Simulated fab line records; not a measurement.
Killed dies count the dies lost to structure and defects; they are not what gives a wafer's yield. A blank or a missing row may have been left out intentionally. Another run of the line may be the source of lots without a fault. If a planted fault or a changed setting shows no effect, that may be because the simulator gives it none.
Which of the tools did it? | flow sky130 | 12 lots with 36 wafers sampled at 2 steps, on a route of 708 steps

## WHAT THE GAUGES READ, wafer by wafer
SKY_VIA4_THK_MEAS_20: measures by xrf.
lot  | measured     | on            | VIA4_W_THK (nm)
L645 | day 42 21:42 | film-metro-03 | 508 510 511
L647 | day 43 11:19 | film-metro-04 | 530 530 505
L648 | day 43 19:26 | film-metro-04 | 512 514 528
L649 | day 44 09:22 | film-metro-03 | 507 509 506
L650 | day 44 13:12 | film-metro-02 | 505 513 504
L654 | day 45 17:11 | film-metro-03 | 507 509 512
L658 | day 46 11:19 | film-metro-04 | 504 509 507
L660 | day 47 07:40 | film-metro-04 | 499 510 504
L663 | day 47 23:58 | film-metro-03 | 507 514 527
L664 | day 48 01:34 | film-metro-02 | 507 530 512
L667 | day 48 13:20 | film-metro-03 | 514 513 508
L668 | day 48 21:06 | film-metro-03 | 526 509 506

## EACH LOT AND THE TOOL THAT RAN IT (in order: tool; ch and the chambers of the sampled wafers; start)
lot  | SKY_VIA3_SPUTTER_20
L645 | pvd-sputter-03, day 39 17:25
L647 | pvd-sputter-04, day 40 06:14
L648 | pvd-sputter-03, day 40 16:33
L649 | pvd-sputter-01, day 41 06:28
L650 | pvd-sputter-01, day 41 08:46
L654 | pvd-sputter-03, day 42 19:04
L658 | pvd-sputter-01, day 43 14:23
L660 | pvd-sputter-04, day 44 13:20
L663 | pvd-sputter-03, day 45 05:40
L664 | pvd-sputter-04, day 45 08:05
L667 | pvd-sputter-03, day 45 22:37
L668 | pvd-sputter-04, day 46 05:33
- SKY_VIA3_SPUTTER_20: material TiN, target thk 20 nm, time 80 s.

## WHAT THE TOOLS THEMSELVES READ (means of the sampled wafers that have a number; where no wafer has one, the mark that the record gives instead)
SKY_VIA3_SPUTTER_20.
lot  | tool           | throttle-valve-pct (%)
L645 | pvd-sputter-03 | 30.5
L647 | pvd-sputter-04 | 31.1
L648 | pvd-sputter-03 | 30.1
L649 | pvd-sputter-01 | 30.3
L650 | pvd-sputter-01 | 30.2
L654 | pvd-sputter-03 | 30.2
L658 | pvd-sputter-01 | 30.7
L660 | pvd-sputter-04 | 30.2
L663 | pvd-sputter-03 | 30.2
L664 | pvd-sputter-04 | 29.2
L667 | pvd-sputter-03 | 30.8
L668 | pvd-sputter-04 | 28.9

## THE ANSWER, worked out from the rows above alone
Rule: the usual values come from the lots themselves. The widest of any qualifying gaps counts: lots, ordered by their means at a reading, are off when they make up no more than a third of the lots, leave a main group of 4 or more, and stand apart from it by 3 or more times the standard deviation of that group's means. The tables above print the reading to a certain number of digits; a main group whose means all agree to those digits is not used. Also off: a lot with no number at a reading for which 4 or more lots have one. Where the step has rows for the other lots, those lots are counted as sound. The gauges are gone through in route order, then the tools' own readings, and for those a lot's mean is taken as printed above. The first step at which some lot is off is used, and at that step the reading that is off furthest; a lot without a number counts as furthest.
No lot is off at any reading shown: from this, nothing can be told.

## WHAT THE SIMULATOR HAD PUT IN
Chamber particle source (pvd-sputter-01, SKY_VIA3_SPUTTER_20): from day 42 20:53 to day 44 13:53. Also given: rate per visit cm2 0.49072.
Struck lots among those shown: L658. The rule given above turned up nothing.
